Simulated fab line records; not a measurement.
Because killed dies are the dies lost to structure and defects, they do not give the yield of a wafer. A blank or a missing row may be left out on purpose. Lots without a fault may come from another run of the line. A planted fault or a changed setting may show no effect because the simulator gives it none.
fab line records	flow sky130
[record] lots = 5	wafers = 15	last-day = 49
route steps=708 shown SD_N@345 SD_P@359 RES_XHIGH@360 SALICIDE@361 LI_CONTACT@362
lots untouched by any fault: they come from a run of this same line in which no faults occurred
start-h: hours from the record's first day to the start of the lot's first wafer shown	wait-h: hours elapsed since this lot's preceding step	" the same as in the row above	L1.1+2: a row that stands for several wafers	- either no value or no given start	* or withheld: withheld	< > ~ a bound
route shown NAME@n: a module of which the file shows steps, and the number in the route of the first	usual: average and standard deviation across the fault-free wafers	same: alike in all rows	chamber/n: place in a boat	sites: per-site readings	_std_site: standard deviation across them	_edge_site: mean of outer sites minus mean of inner sites	radius-mm: how far each site lies from the wafer's centre	mask NAME#n: copy n	behind: the most recent tool/chamber to have shaped the wafer	hold: why the lot was held/for how many hours/how that ended	device: whichever transistor did not switch (one of n, p or np)	end of line: tests run on the same wafers once the route is complete	where a step has no rows: the recipe by itself	killed: dies that structure and defects cost at the first sort, which is not the same as the wafer's yield	map: dies across one wafer; x = killed, . = not, _ = none there
set.NAME: the setting as run; set.NAME@STEP: as run at that earlier step	model.NAME: the simulator's own value behind a step, which no gauge read
certain route steps with their lots: each step a table, each wafer a row
services: the hour from which a tool's chamber was out of use, counted from the record's first day as start-h (under 0 if before that day), plus the number of hours and why
[[steps]]
[step SKY_SD_N_SOFTBAKE_03]
[recipe] temp-c = 90	time-s = 60	resist = NOVOLAK
lot.wafer	tool	chamber	start-h	wait-h
L083.2+3+6	litho-track-03	0	711.32	0.1
L088.1+4+5	litho-track-03	0	745.79	0.1
L090.3+4+5	litho-track-04	0	760.47	0.1
L091.3+4+6	litho-track-03	0	770.24	0.1
L092.2+3+5	litho-track-04	0	780.70	0.1
[step SKY_SD_N_EXPOSE_04]
[recipe] mask-id = NSDM	na = 0.6	source-shape = conventional	sigma-outer = 0.6	polarization = unpolarized	target-cd-nm = 380	dose-mj = 141
[usual] reticle-temp-C = 23.01/0.12
lot.wafer	tool	chamber	start-h	wait-h	mask	reticle-temp-C
L083.2	iline-stepper-01	0	-	-	NSDM#0	22.77
L083.3	"	0	"	"	NSDM#0	22.85
L083.6	"	0	"	"	NSDM#0	22.91
L088.1	iline-stepper-02	0	-	-	NSDM#0	22.94
L088.4	"	0	"	"	NSDM#0	23.11
L088.5	"	0	"	"	NSDM#0	23.11
L090.3	iline-stepper-01	0	-	-	NSDM#0	22.91
L090.4	"	0	"	"	NSDM#0	23.14
L090.5	"	0	"	"	NSDM#0	23.06
L091.3	iline-stepper-01	0	-	-	NSDM#0	23.15
L091.4	"	0	"	"	NSDM#0	23.05
L091.6	"	0	"	"	NSDM#0	22.87
L092.2	iline-stepper-02	0	-	-	NSDM#0	23.01
L092.3	"	0	"	"	NSDM#0	22.89
L092.5	"	0	"	"	NSDM#0	23.05
[step SKY_SD_N_PEB_05]
[recipe] temp-c = withheld	time-s = *	resist = NOVOLAK
lot.wafer	tool	chamber	start-h	wait-h
L083.2+3+6	litho-track-03	0	-	-
L088.1+4+5	litho-track-04	0	-	-
L090.3+4+5	litho-track-01	0	-	-
L091.3+4+6	litho-track-01	0	-	-
L092.2+3+5	litho-track-04	0	-	-
[step SKY_SD_N_DEVELOP_06]
[recipe] resist = NOVOLAK	developer = TMAH	develop-time-s = 60	dev-temp-c = 23
lot.wafer	tool	chamber	start-h	wait-h
L083.2+3+6	litho-track-03	0	725.07	0.1
L088.1+4+5	litho-track-04	0	759.22	0.1
L090.3+4+5	litho-track-01	0	773.86	0.1
L091.3+4+6	litho-track-01	0	783.46	0.1
L092.2+3+5	litho-track-04	0	793.95	0.1
[step SKY_SD_N_CD_MEAS_07]
[recipe] target-cd-nm = 380
[usual] cd-nm = 380.2/2.5
lot.wafer	tool	chamber	start-h	wait-h	cd-nm
L083.2	cd-sem-02	-	725.21	0.1	374.6
L083.3	"	-	"	"	377.3
L083.6	"	-	"	"	374.1
L088.1	cd-sem-02	-	759.37	0.1	380.3
L088.4	"	-	"	"	381.8
L088.5	"	-	"	"	380.3
L090.3	cd-sem-01	-	774.00	0.1	383.5
L090.4	"	-	"	"	384.8
L090.5	"	-	"	"	383.2
L091.3	cd-sem-01	-	783.60	0.1	374.8
L091.4	"	-	"	"	378.6
L091.6	"	-	"	"	377.5
L092.2	cd-sem-01	-	794.09	0.1	380.8
L092.3	"	-	"	"	381.4
L092.5	"	-	"	"	381.5
[step SKY_SD_N_OVL_MEAS_08]
[usual] SD_N_OVL = -1.7/1.4
lot.wafer	tool	chamber	start-h	wait-h	SD_N_OVL[nm]
L083.2	overlay-01	-	725.32	0.1	-0.3
L083.3	"	-	"	"	-1.4
L083.6	"	-	"	"	-2.3
L088.1	overlay-01	-	759.49	0.1	-2.0
L088.4	"	-	"	"	-1.5
L088.5	"	-	"	"	-1.5
L090.3	overlay-02	-	774.09	0.1	-3.1
L090.4	"	-	"	"	-2.4
L090.5	"	-	"	"	-3.9
L091.3	overlay-01	-	783.69	0.1	2.8
L091.4	"	-	"	"	-0.4
L091.6	"	-	"	"	0.7
L092.2	overlay-01	-	794.20	0.1	1.1
L092.3	"	-	"	"	-1.0
L092.5	"	-	"	"	-1.0
[step SKY_SD_N_IMPLANT_09]
[recipe] species = As	energy-kev = 50	dose-cm2 = 4e+15	tilt-deg = 0
[usual] beam-energy-keV = 50.001/0.015
lot.wafer	tool	chamber	start-h	wait-h	beam-energy-keV
L083.2	implanter-01	0	725.37	0.0	49.998
L083.3	"	0	"	"	49.975
L083.6	"	0	"	"	50.000
L088.1	implanter-02	0	759.53	0.0	49.995
L088.4	"	0	"	"	49.998
L088.5	"	0	"	"	49.991
L090.3	implanter-01	0	774.17	0.1	49.998
L090.4	"	0	"	"	50.000
L090.5	"	0	"	"	49.996
L091.3	implanter-03	0	783.77	0.1	49.987
L091.4	"	0	"	"	49.992
L091.6	"	0	"	"	50.015
L092.2	implanter-03	0	794.26	0.0	49.990
L092.3	"	0	"	"	50.004
L092.5	"	0	"	"	49.998
[step SKY_SD_N_IMPLANT_10]
[recipe] species = P	energy-kev = 20	dose-cm2 = 1e+14	tilt-deg = 0
[usual] beam-energy-keV = 19.999/0.006
lot.wafer	tool	chamber	start-h	wait-h	beam-energy-keV
L083.2	implanter-01	0	725.52	0.1	20.009
L083.3	"	0	"	"	19.999
L083.6	"	0	"	"	19.999
L088.1	implanter-02	0	759.68	0.1	19.999
L088.4	"	0	"	"	20.002
L088.5	"	0	"	"	19.992
L090.3	implanter-01	0	774.32	0.1	19.991
L090.4	"	0	"	"	19.993
L090.5	"	0	"	"	19.996
L091.3	implanter-03	0	783.92	0.1	20.010
L091.4	"	0	"	"	19.994
L091.6	"	0	"	"	20.002
L092.2	implanter-03	0	794.41	0.1	20.004
L092.3	"	0	"	"	20.001
L092.5	"	0	"	"	20.001
[step SKY_SD_N_STRIP_11]
[recipe] chemistry = O2/N2	power-w = 1400	pressure-mtorr = 1500	platen-temp-c = withheld	o2-flow-sccm = 3000	n2-flow-sccm = 300	overash-fraction = 0.5
[usual] drypump-motor-current-A = 5.9/0.66	oes-product-au = 0.528/0.0045	strip-time-to-endpoint-s = 22.55/0.043
[same] overash-fraction = 0.5
lot.wafer	tool	chamber	start-h	wait-h	drypump-motor-current-A	oes-product-au	rf-hours-counter-h	strip-time-to-endpoint-s
L083.2	plasma-asher-01	1	725.65	0.1	5.1	0.522	62	22.53
L083.3	"	0	"	"	6.5	0.525	-	22.54
L083.6	"	1	"	"	5.0	0.530	-	22.49
L088.1	plasma-asher-01	0	759.83	0.1	6.6	0.537	66	22.55
L088.4	"	0	"	"	6.5	0.527	-	22.55
L088.5	"	0	"	"	6.5	0.528	-	22.57
L090.3	plasma-asher-02	0	774.45	0.1	6.1	0.534	-	22.55
L090.4	"	1	"	"	4.7	0.534	-	22.58
L090.5	"	0	"	"	6.1	0.522	-	22.57
L091.3	plasma-asher-01	0	784.05	0.1	6.5	0.526	-	22.47
L091.4	"	1	"	"	5.0	0.526	-	22.49
L091.6	"	0	"	"	6.5	0.520	-	22.47
L092.2	plasma-asher-01	0	794.53	0.1	6.5	0.526	69	22.56
L092.3	"	1	"	"	5.1	0.526	-	22.60
L092.5	"	0	"	"	6.5	0.524	-	22.60
[step SKY_SD_N_TW_MEAS_12]
[usual] SD_N_TW = 3972/30
lot.wafer	tool	chamber	start-h	wait-h	SD_N_TW
L083.2	film-metro-02	-	725.76	0.1	3954
L083.3	"	-	"	"	3939
L083.6	"	-	"	"	3960
L088.1	film-metro-04	-	759.93	0.1	3980
L088.4	"	-	"	"	4013
L088.5	"	-	"	"	3995
L090.3	film-metro-02	-	774.54	0.1	3956
L090.4	"	-	"	"	3952
L090.5	"	-	"	"	3945
L091.3	film-metro-04	-	784.14	0.1	3990
L091.4	"	-	"	"	4008
L091.6	"	-	"	"	4013
L092.2	film-metro-02	-	794.64	0.1	3989
L092.3	"	-	"	"	3973
L092.5	"	-	"	"	3979
[step SKY_SD_N_CLEAN_13]
[recipe] chemistry = SC1/SC2	mix = 1:4:20	temp-c = 70	time-s = 150	dry = n2-spin
[usual] bath-heat-duty-pct = 14.0/1.1
lot.wafer	tool	chamber	start-h	wait-h	bath-heat-duty-pct
L083.2	wet-bench-01	0	725.81	0.0	15.3
L083.3	"	0	"	"	14.9
L083.6	"	0	"	"	13.6
L088.1	wet-bench-04	1	759.99	0.1	15.7
L088.4	"	1	"	"	16.3
L088.5	"	1	"	"	14.8
L090.3	wet-bench-02	2	774.58	0.0	13.6
L090.4	"	2	"	"	12.9
L090.5	"	2	"	"	14.9
L091.3	wet-bench-04	0	784.18	0.0	13.8
L091.4	"	0	"	"	14.1
L091.6	"	0	"	"	14.8
L092.2	wet-bench-01	0	794.69	0.0	14.6
L092.3	"	0	"	"	14.2
L092.5	"	0	"	"	14.8
[step SKY_SD_N_RTA_14]
[recipe] temp-c = 1075	time-s = 2	idle-temp-c = 650	ramp-up-c-per-s = 150	ramp-down-c-per-s = 90	ambient = N2
[usual] lamp-power-pct = 15.74/0.051	wafer_temp_C_max = 1078.1/1.2
lot.wafer	tool	chamber	start-h	wait-h	lamp-power-pct	wafer_temp_C_max
L083.2	rtp-anneal-02	0	725.87	0.0	15.77	1078.9
L083.3	"	0	"	"	15.64	1077.9
L083.6	"	0	"	"	15.83	1078.5
L088.1	rtp-anneal-01	0	760.10	0.0	15.70	1077.2
L088.4	"	0	"	"	15.76	1078.1
L088.5	"	0	"	"	15.69	1077.2
L090.3	rtp-anneal-01	0	774.65	0.0	15.73	1078.9
L090.4	"	0	"	"	15.70	1076.1
L090.5	"	0	"	"	15.72	1081.8
L091.3	rtp-anneal-02	0	784.25	0.0	15.72	1077.0
L091.4	"	0	"	"	15.75	1076.2
L091.6	"	0	"	"	15.76	1080.8
L092.2	rtp-anneal-01	0	794.75	0.0	15.70	1080.3
L092.3	"	0	"	"	15.79	1079.1
L092.5	"	0	"	"	15.66	1077.5
[step SKY_SD_N_RS_MEAS_16]
[recipe] thk-meas-gauge = four-point-probe
[usual] SD_N_RS = 68.58/0.12
lot.wafer	tool	chamber	start-h	wait-h	SD_N_RS[ohm/sq]
L083.2	film-metro-04	-	726.06	0.1	68.68
L083.3	"	-	"	"	68.66
L083.6	"	-	"	"	68.63
L088.1	film-metro-02	-	760.27	0.1	68.56
L088.4	"	-	"	"	68.54
L088.5	"	-	"	"	68.53
L090.3	film-metro-01	-	774.84	0.1	68.53
L090.4	"	-	"	"	68.40
L090.5	"	-	"	"	68.63
L091.3	film-metro-02	-	784.44	0.1	68.49
L091.4	"	-	"	"	68.49
L091.6	"	-	"	"	68.46
L092.2	film-metro-04	-	794.94	0.1	68.71
L092.3	"	-	"	"	68.58
L092.5	"	-	"	"	68.55
[step SKY_SD_N_RS_MEAS_17]
[recipe] thk-meas-gauge = four-point-probe
[usual] SD_P_RS = 147.1/0.39
lot.wafer	tool	chamber	start-h	wait-h	SD_P_RS[ohm/sq]
L083.2	film-metro-04	-	726.18	0.1	148.1
L083.3	"	-	"	"	147.3
L083.6	"	-	"	"	147.1
L088.1	film-metro-02	-	760.39	0.1	147.1
L088.4	"	-	"	"	147.0
L088.5	"	-	"	"	147.1
L090.3	film-metro-01	-	774.96	0.1	146.6
L090.4	"	-	"	"	147.1
L090.5	"	-	"	"	146.3
L091.3	film-metro-02	-	784.56	0.1	146.6
L091.4	"	-	"	"	146.8
L091.6	"	-	"	"	146.9
L092.2	film-metro-04	-	795.06	0.1	146.9
L092.3	"	-	"	"	147.0
L092.5	"	-	"	"	146.7
[step SKY_SD_N_RS_MEAS_18]
[recipe] thk-meas-gauge = four-point-probe
[usual] RES_XHIGH_RS = 336.3/1.3
lot.wafer	tool	chamber	start-h	wait-h	RES_XHIGH_RS[ohm/sq]
L083.2	film-metro-04	-	726.30	0.1	336.3
L083.3	"	-	"	"	338.5
L083.6	"	-	"	"	337.8
L088.1	film-metro-02	-	760.51	0.1	335.1
L088.4	"	-	"	"	334.2
L088.5	"	-	"	"	334.4
L090.3	film-metro-01	-	775.08	0.1	336.3
L090.4	"	-	"	"	335.8
L090.5	"	-	"	"	334.7
L091.3	film-metro-02	-	784.68	0.1	337.2
L091.4	"	-	"	"	337.3
L091.6	"	-	"	"	336.3
L092.2	film-metro-04	-	795.18	0.1	339.1
L092.3	"	-	"	"	336.9
L092.5	"	-	"	"	339.4
[step SKY_SALICIDE_CLEAN_00]
[recipe] chemistry = HF-last	time-s = 30	dilution = 100:1	dry = ipa-marangoni
lot.wafer	tool	chamber	start-h	wait-h
L083.2+3+6	wet-bench-01	2	726.40	0.1
L088.1+4+5	wet-bench-01	1	760.63	0.1
L090.3+4+5	wet-bench-03	0	775.16	0.1
L091.3+4+6	wet-bench-03	0	784.76	0.1
L092.2+3+5	wet-bench-03	2	795.28	0.1
[step SKY_LI_CONTACT_HDPCVD_00]
[recipe] material = PSG	target-thk-nm = 930	sigma-open-frac = 0.3	time-s = 155	temp-c = 600	sih4-flow-sccm = 62.34	pressure-mtorr = 6
lot.wafer	tool	chamber	start-h	wait-h
L083.2+3+6	hdpcvd-01	2,1,0	726.41	0.0
L088.1+4+5	hdpcvd-01	2,0,2	760.65	0.0
L090.3+4+5	hdpcvd-02	1,2,1	775.18	0.0
L091.3+4+6	hdpcvd-01	2,2,0	784.78	0.0
L092.2+3+5	hdpcvd-01	2,1,0	795.30	0.0
[step SKY_LI_CONTACT_THK_MEAS_01]
[recipe] reads = PSG_of_LI_CONTACT_HDPCVD_00
[usual] LI_CONTACT_HDPCVD_THK = 961/11
lot.wafer	tool	chamber	start-h	wait-h	LI_CONTACT_HDPCVD_THK[nm]
L083.2	film-metro-01	-	726.53	0.1	951
L083.3	"	-	"	"	957
L083.6	"	-	"	"	964
L088.1	film-metro-04	-	760.75	0.1	946
L088.4	"	-	"	"	959
L088.5	"	-	"	"	945
L090.3	film-metro-04	-	775.30	0.1	967
L090.4	"	-	"	"	953
L090.5	"	-	"	"	958
L091.3	film-metro-02	-	784.90	0.1	953
L091.4	"	-	"	"	956
L091.6	"	-	"	"	945
L092.2	film-metro-02	-	795.41	0.1	948
L092.3	"	-	"	"	966
L092.5	"	-	"	"	953
[step SKY_LI_CONTACT_CMP_02]
[recipe] material = PSG	down-force-psi = 4	platen-rpm = 60	pad-velocity-m-s = 0.94248
[usual] motor-current-A = 11.9/1.2	slurry-filter-dp-kPa = 13.49/0.15	time-to-endpoint-s = 36/3.4
lot.wafer	tool	chamber	start-h	wait-h	motor-current-A	slurry-filter-dp-kPa	time-to-endpoint-s
L083.2	cmp-02	2	726.58	0.0	12.7	13.39	39
L083.3	"	0	"	"	11.1	13.25	31
L083.6	"	3	"	"	14.7	13.62	35
L088.1	cmp-01	3	760.91	0.1	10.9	13.51	35
L088.4	"	0	"	"	11.9	13.41	34
L088.5	"	2	"	"	10.9	13.43	35
L090.4	cmp-02	3	775.44	0.1	13.6	13.56	35
L090.3	"	0	"	"	11.5	13.56	33
L090.5	"	2	"	"	12.7	13.50	36
L091.3	cmp-01	1	784.94	0.0	10.6	13.29	31
L091.4	"	3	"	"	11.1	13.45	36
L091.6	"	2	"	"	10.2	13.40	35
L092.2	cmp-01	1	795.46	0.0	10.8	13.52	31
L092.3	"	0	"	"	12.9	13.70	36
L092.5	"	1	"	"	11.3	13.14	33
[step SKY_LI_CONTACT_BOW_MEAS_03]
[recipe] mode = bow
[usual] LI_CONTACT_BOW = 57/6.6
lot.wafer	tool	chamber	start-h	wait-h	LI_CONTACT_BOW[um]
L083.2	film-metro-04	-	726.90	0.3	62
L083.3	"	-	"	"	64
L083.6	"	-	"	"	55
L088.1	film-metro-02	-	761.11	0.1	60
L088.4	"	-	"	"	53
L088.5	"	-	"	"	61
L090.3	film-metro-01	-	775.68	0.1	59
L090.4	"	-	"	"	68
L090.5	"	-	"	"	69
L091.3	film-metro-01	-	785.28	0.3	45
L091.4	"	-	"	"	57
L091.6	"	-	"	"	54
L092.2	film-metro-04	-	795.78	0.3	53
L092.3	"	-	"	"	51
L092.5	"	-	"	"	60
[step SKY_LI_CONTACT_DEHYDRATE_04]
[recipe] temp-c = 200	time-s = 60
lot.wafer	tool	chamber	start-h	wait-h
L083.2+3+6	litho-track-01	0	740.09	13.2
L088.1+4+5	litho-track-02	0	774.25	13.1
L090.3+4+5	litho-track-02	0	788.40	12.7
L091.3+4+6	litho-track-01	0	797.86	12.6
L092.2+3+5	litho-track-01	0	808.34	12.5
[step SKY_LI_CONTACT_HMDS_05]
[recipe] prime-time-s = 60	prime-temp-c = 120
lot.wafer	tool	chamber	start-h	wait-h
L083.2+3+6	litho-track-01	0	740.24	0.1
L088.1+4+5	litho-track-02	0	774.40	0.1
L090.3+4+5	litho-track-02	0	788.55	0.1
L091.3+4+6	litho-track-01	0	798.01	0.1
L092.2+3+5	litho-track-01	0	808.49	0.1
[step SKY_LI_CONTACT_COAT_06]
[recipe] resist = BARC	temp-c = withheld	time-s = withheld	spin-rpm = 3000	resist-thk-nm = 60
[usual] dispense-pressure-kPa = 50.5/2.7
lot.wafer	tool	chamber	start-h	wait-h	dispense-pressure-kPa
L083.2	litho-track-01	0	740.39	0.1	46.7
L083.3	"	0	"	"	46.7
L083.6	"	0	"	"	46.7
L088.1	litho-track-02	0	774.55	0.1	52.0
L088.4	"	0	"	"	52.0
L088.5	"	0	"	"	52.0
L090.3	litho-track-02	0	788.70	0.1	52.0
L090.4	"	0	"	"	52.0
L090.5	"	0	"	"	52.0
L091.3	litho-track-01	0	798.16	0.1	46.7
L091.4	"	0	"	"	46.7
L091.6	"	0	"	"	46.7
L092.2	litho-track-01	0	808.64	0.1	46.7
L092.3	"	0	"	"	46.7
L092.5	"	0	"	"	46.7
[step SKY_LI_CONTACT_COAT_07]
[recipe] resist = KrF-thick	spin-rpm = 3000	resist-thk-nm = 450
[usual] dispense-pressure-kPa = 50.5/2.8
lot.wafer	tool	chamber	start-h	wait-h	dispense-pressure-kPa
L083.2	litho-track-01	0	-	-	46.6
L083.3	"	0	"	"	46.6
L083.6	"	0	"	"	46.6
L088.1	litho-track-02	0	-	-	52.1
L088.4	"	0	"	"	52.1
L088.5	"	0	"	"	52.1
L090.3	litho-track-02	0	-	-	52.2
L090.4	"	0	"	"	52.1
L090.5	"	0	"	"	52.1
L091.3	litho-track-01	0	-	-	46.6
L091.4	"	0	"	"	46.6
L091.6	"	0	"	"	46.6
L092.2	litho-track-01	0	-	-	46.6
L092.3	"	0	"	"	46.6
L092.5	"	0	"	"	46.6
[step SKY_LI_CONTACT_SOFTBAKE_08]
[recipe] temp-c = 100	time-s = 90	resist = KrF-thick
lot.wafer	tool	chamber	start-h	wait-h
L083.2+3+6	litho-track-01	0	-	-
L088.1+4+5	litho-track-02	0	-	-
L090.3+4+5	litho-track-02	0	-	-
L091.3+4+6	litho-track-01	0	-	-
L092.2+3+5	litho-track-01	0	-	-
[step SKY_LI_CONTACT_EXPOSE_09]
[recipe] mask-id = LICM1	na = 0.8	source-shape = annular	sigma-inner = 0.55	sigma-outer = 0.85	target-cd-nm = 170	dose-mj = 38
[usual] reticle-temp-C = 23.00/0.1
lot.wafer	tool	chamber	start-h	wait-h	mask	reticle-temp-C
L083.2	krf-scanner-02	0	-	-	LICM1#0	22.97
L083.3	"	0	"	"	LICM1#0	22.96
L083.6	"	0	"	"	LICM1#0	23.06
L088.1	krf-scanner-01	0	-	-	LICM1#0	23.08
L088.4	"	0	"	"	LICM1#0	23.07
L088.5	"	0	"	"	LICM1#0	23.06
L090.3	krf-scanner-02	0	-	-	LICM1#0	23.02
L090.4	"	0	"	"	LICM1#0	22.89
L090.5	"	0	"	"	LICM1#0	22.84
L091.3	krf-scanner-01	0	-	-	LICM1#0	23.17
L091.4	"	0	"	"	LICM1#0	22.90
L091.6	"	0	"	"	LICM1#0	22.92
L092.2	krf-scanner-02	0	-	-	LICM1#0	22.97
L092.3	"	0	"	"	LICM1#0	22.96
L092.5	"	0	"	"	LICM1#0	22.79
[step SKY_LI_CONTACT_PEB_10]
[recipe] peb-temp-c = withheld	peb-time-s = withheld	resist = KrF-thick
lot.wafer	tool	chamber	start-h	wait-h
L083.2+3+6	litho-track-04	0	-	-
L088.1+4+5	litho-track-02	0	-	-
L090.3+4+5	litho-track-01	0	-	-
L091.3+4+6	litho-track-01	0	-	-
L092.2+3+5	litho-track-02	0	-	-
[step SKY_LI_CONTACT_DEVELOP_11]
[recipe] develop-time-s = 60	resist = KrF-thick	dev-temp-c = 21.63
lot.wafer	tool	chamber	start-h	wait-h
L083.2+3+6	litho-track-04	0	-	-
L088.1+4+5	litho-track-02	0	-	-
L090.3+4+5	litho-track-01	0	-	-
L091.3+4+6	litho-track-01	0	-	-
L092.2+3+5	litho-track-02	0	-	-
[step SKY_LI_CONTACT_CD_MEAS_12]
[recipe] target-cd-nm = 170
[usual] cd-nm = 170.4/1
lot.wafer	tool	chamber	start-h	wait-h	cd-nm
L083.2	cd-sem-02	-	754.14	-	169.8
L083.3	"	-	"	"	170.5
L083.6	"	-	"	"	170.6
L088.1	cd-sem-01	-	787.40	-	172.3
L088.4	"	-	"	"	171.4
L088.5	"	-	"	"	171.9
L090.3	cd-sem-01	-	802.40	-	167.8
L090.4	"	-	"	"	169.4
L090.5	"	-	"	"	169.8
L091.3	cd-sem-01	-	811.40	-	171.2
L091.4	"	-	"	"	171.4
L091.6	"	-	"	"	171.3
L092.2	cd-sem-02	-	822.47	-	171.2
L092.3	"	-	"	"	173.3
L092.5	"	-	"	"	170.7
[step SKY_LI_CONTACT_OVL_MEAS_13]
[usual] LI_CONTACT_OVL = -2/5.5
lot.wafer	tool	chamber	start-h	wait-h	LI_CONTACT_OVL[nm]
L083.2	overlay-01	-	754.25	0.1	-2
L083.3	"	-	"	"	2
L083.6	"	-	"	"	-10
L088.1	overlay-01	-	787.52	0.1	-9
L088.4	"	-	"	"	3
L088.5	"	-	"	"	-8
L090.3	overlay-02	-	802.50	0.1	-12
L090.4	"	-	"	"	-11
L090.5	"	-	"	"	-12
L091.3	overlay-02	-	811.50	0.1	2
L091.4	"	-	"	"	-6
L091.6	"	-	"	"	-9
L092.2	overlay-01	-	822.58	0.1	-3
L092.3	"	-	"	"	-7
L092.5	"	-	"	"	0
[step SKY_LI_CONTACT_ETCH_14]
[recipe] chemistry = N2/H2	target = BARC	ion-energy-ev = 200	source-w = 500	bias-w = 100	pressure-mtorr = 30	n2-flow-sccm = 100	h2-flow-sccm = 200	stop-on = SiO2	time-s = 45.9	target-depth-a = 600
[usual] drypump-motor-current-A = 5.6/0.48	h2-flow-sccm = 200.0/0.59	oes-product-au = 0.855/0.0047	throttle-valve-pct = 13.223/0.0088
lot.wafer	tool	chamber	start-h	wait-h	drypump-motor-current-A	h2-flow-sccm	oes-product-au	rf-hours-counter-h	throttle-valve-pct
L083.2	rie-diel-03	1	754.28	0.0	6.2	199.8	0.856	15	13.234
L083.3	"	0	"	"	5.3	200.3	0.854	6	13.216
L083.6	"	2	"	"	6.1	200.1	0.855	-	13.240
L088.1	rie-diel-03	3	787.56	0.0	5.1	199.3	0.850	2	13.206
L088.4	"	2	"	"	6.1	200.0	0.854	15	13.212
L088.5	"	1	"	"	6.3	199.8	0.863	-	13.212
L090.3	rie-diel-04	0	802.52	0.0	4.9	199.1	0.855	12	13.236
L090.4	"	2	"	"	5.7	200.2	0.852	-	13.221
L090.5	"	0	"	"	4.9	200.7	0.852	-	13.226
L091.3	rie-diel-04	1	811.54	0.0	5.6	199.8	0.854	-	13.223
L091.4	"	2	"	"	5.7	200.1	0.855	-	13.230
L091.6	"	2	"	"	5.7	200.1	0.857	-	13.218
L092.2	rie-diel-03	0	822.61	0.0	5.3	199.9	0.842	9	13.200
L092.3	"	1	"	"	6.2	199.4	0.853	17	13.237
L092.5	"	0	"	"	5.3	199.9	0.858	-	13.218
[step SKY_LI_CONTACT_ETCH_15]
[recipe] target = PSG	chemistry = C4F8/O2/Ar	stop-on = Si	taper-deg = 4.15	mask-material = KrF-thick	source-w = 1500	bias-w = 1200	pressure-mtorr = 40	c4f8-flow-sccm = withheld	O2_flow_sccm = 6	Ar_flow_sccm = 300	time-s = withheld	target-depth-a = 6000
[usual] oes-product-au = 0.837/0.0049
lot.wafer	tool	chamber	start-h	wait-h	oes-product-au
L083.2	rie-diel-03	1	754.32	0.0	0.842
L083.3	"	0	"	"	0.832
L083.6	"	2	"	"	0.838
L088.1	rie-diel-03	3	787.60	0.0	0.832
L088.4	"	2	"	"	0.834
L088.5	"	1	"	"	0.838
L090.3	rie-diel-04	0	802.56	0.0	0.839
L090.4	"	2	"	"	0.843
L090.5	"	0	"	"	0.837
L091.3	rie-diel-04	1	811.63	0.1	0.836
L091.4	"	2	"	"	0.840
L091.6	"	2	"	"	0.832
L092.2	rie-diel-03	0	822.65	0.0	0.834
L092.3	"	1	"	"	0.836
L092.5	"	0	"	"	0.829
[step SKY_LI_CONTACT_STRIP_16]
[recipe] chemistry = O2/N2	power-w = 1400	pressure-mtorr = 1500	platen-temp-c = withheld	o2-flow-sccm = 3000	n2-flow-sccm = 300	overash-fraction = 0.5
[usual] drypump-motor-current-A = 5.6/0.52	oes-product-au = 0.377/0.0053	strip-time-to-endpoint-s = 3.52/0.047
[same] overash-fraction = 0.5
lot.wafer	tool	chamber	start-h	wait-h	drypump-motor-current-A	oes-product-au	rf-hours-counter-h	strip-time-to-endpoint-s
L083.2	plasma-asher-03	1	754.41	-	5.8	0.375	32	3.53
L083.3	"	0	"	"	5.5	0.382	-	3.54
L083.6	"	0	"	"	5.4	0.393	-	3.54
L088.1	plasma-asher-03	0	787.69	-	5.4	0.378	35	3.52
L088.4	"	1	"	"	5.8	0.376	-	3.47
L088.5	"	0	"	"	5.5	0.383	-	3.53
L090.3	plasma-asher-03	1	802.68	-	5.8	0.385	-	3.55
L090.4	"	0	"	"	5.4	0.383	-	3.50
L090.5	"	0	"	"	5.5	0.383	-	3.58
L091.3	plasma-asher-01	0	811.74	-	6.5	0.381	-	3.44
L091.4	"	1	"	"	5.0	0.385	-	3.50
L091.6	"	1	"	"	5.0	0.378	-	3.51
L092.2	plasma-asher-01	0	822.74	-	6.6	0.380	72	3.57
L092.3	"	0	"	"	6.5	0.384	-	3.56
L092.5	"	0	"	"	6.5	0.384	-	3.56
[step SKY_LI_CONTACT_CLEAN_17]
[recipe] chemistry = NMP	time-s = 600	temp-c = 60	dry = n2-spin
[usual] bath-heat-duty-pct = 9.2/1.5
lot.wafer	tool	chamber	start-h	wait-h	bath-heat-duty-pct
L083.2	wet-bench-04	1	754.51	0.1	12.1
L083.3	"	1	"	"	11.6
L083.6	"	1	"	"	11.3
L088.1	wet-bench-01	2	787.79	0.1	8.9
L088.4	"	2	"	"	9.4
L088.5	"	2	"	"	8.9
L090.3	wet-bench-04	1	802.75	0.0	10.3
L090.4	"	1	"	"	11.0
L090.5	"	1	"	"	10.3
L091.3	wet-bench-01	0	811.81	0.0	9.8
L091.4	"	0	"	"	10.1
L091.6	"	0	"	"	10.5
L092.2	wet-bench-01	1	822.84	0.1	9.5
L092.3	"	1	"	"	10.6
L092.5	"	1	"	"	9.8
[[services]]
tool	chamber	start-h	hours	kind
rie-diel-04	-	688.66	0.2	repair
krf-scanner-01	-	690.30	6.2	repair
cmp-01	-	697.10	0.3	repair
krf-scanner-01	-	711.60	0.8	pm
krf-scanner-02	-	720.01	0.8	pm
cmp-01	-	725.82	3.5	repair
implanter-03	-	730.68	2.1	repair
krf-scanner-01	-	735.07	5.4	repair
cmp-01	-	737.27	2.6	repair
implanter-02	-	737.56	4.0	pm
rie-diel-04	3	740.09	11.0	repair
rtp-anneal-01	-	740.63	4.7	pm
iline-stepper-02	-	740.70	1.0	repair
cmp-01	-	744.15	4.0	pm
krf-scanner-02	-	786.07	1.3	pm
rie-diel-03	2	801.36	4.8	repair
wet-bench-01	-	802.07	3.3	repair
rie-diel-04	0	806.76	10.0	repair
iline-stepper-01	-	811.02	1.7	pm
krf-scanner-02	-	811.83	0.6	repair
hdpcvd-01	0	815.25	15.4	repair
krf-scanner-01	-	816.09	1.0	pm
krf-scanner-02	-	817.12	6.8	repair
cmp-01	-	817.20	0.9	repair
[[key]]
fault none
